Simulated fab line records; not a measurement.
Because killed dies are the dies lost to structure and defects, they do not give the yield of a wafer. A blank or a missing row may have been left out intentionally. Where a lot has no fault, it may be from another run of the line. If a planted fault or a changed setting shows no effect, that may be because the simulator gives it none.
Struck lot and sound lot, side by side | flow sky130 | 14 out of 708 route steps
Sound: these wafers, L995.1, L995.3, L995.4. Wafers L992.2, L992.3, L992.5 were the ones struck. At the end, the cause is stated.
Per side, at each step with rows, come the tool, then ch with its chambers, and then its first start. Under that, the readings that differ: sound wafers | struck wafers | difference of the means | sigmas: that difference in standard deviations of wafers without a fault.
alike: a reading whose means differ by less than 2 such deviations, as well as words and numbers matching on both sides. not compared: withheld readings; readings where some wafer has no value; bounds like >300 that might hide an equal value; numbers whose values overlap and for which the record gives no deviation.
Wherever a step has rows on one side only, a row that says differs or no value, or a row with sigmas, the two part there. When numbers do not overlap yet have no deviation, they are printed without sigmas and do not part them. A reading that every wafer of one side lacks parts them only if that side has two wafers or more.

SKY_NWELL_OVL_MEAS_10:
  struck on overlay-02, day 8 09:07; sound on overlay-01, day 9 01:26
  alike: NWELL_00_OVL
then, 3 steps without rows for these wafers: SKY_NWELL_IMPLANT_11; SKY_NWELL_IMPLANT_12; SKY_NWELL_IMPLANT_13.
SKY_NWELL_STRIP_14: strips in O2/N2.
  sound on plasmaAsher-02 ch 0,1, day 9 01:55; struck on plasmaAsher-02 ch 0,1, day 8 09:36
  alike: drypumpMotorCurrentA, o2FlowSccm, oesProductAu, stripTimeToEndpointS
  not compared: rfHoursCounterH
SKY_NWELL_TW_MEAS_15:
  struck on filmMetro-03, day 8 09:43; sound on filmMetro-04, day 9 02:01
  alike: NWELL_TW
then, 6 steps without rows for these wafers: SKY_NWELL_DEHYDRATE_16 (time 60 s); SKY_NWELL_HMDS_17 (prime time 60 s); SKY_NWELL_COAT_18 (resist thk 3000 nm); SKY_NWELL_SOFTBAKE_19; SKY_NWELL_EXPOSE_20 (exposes mask NWM COMPLEMENT, target cd 840 nm); SKY_NWELL_PEB_21.
SKY_NWELL_DEVELOP_22: develop time 60 s.
  struck on lithoTrack-03, day 9 06:00; sound on lithoTrack-03 ch 0, day 9 23:00
  no value came back on the struck wafers for chillPlateTempC (C), developTimeS (s); on the sound wafers chillPlateTempC (C) reads 22.95 23.21 23.12
SKY_NWELL_OVL_MEAS_23:
  struck on overlay-02, day 9 06:19; sound on overlay-01, day 9 23:33
reading           | sound         | struck | difference                    | sigmas
NWELL_01_OVL (nm) | -2.7 0.3 -1.7 | - - -  | no value on the struck wafers | 

## WHERE THEY PART
Earliest at SKY_NWELL_DEVELOP_22; latest, in this record, at SKY_NWELL_OVL_MEAS_23.

WHY: what had been put in by the simulator
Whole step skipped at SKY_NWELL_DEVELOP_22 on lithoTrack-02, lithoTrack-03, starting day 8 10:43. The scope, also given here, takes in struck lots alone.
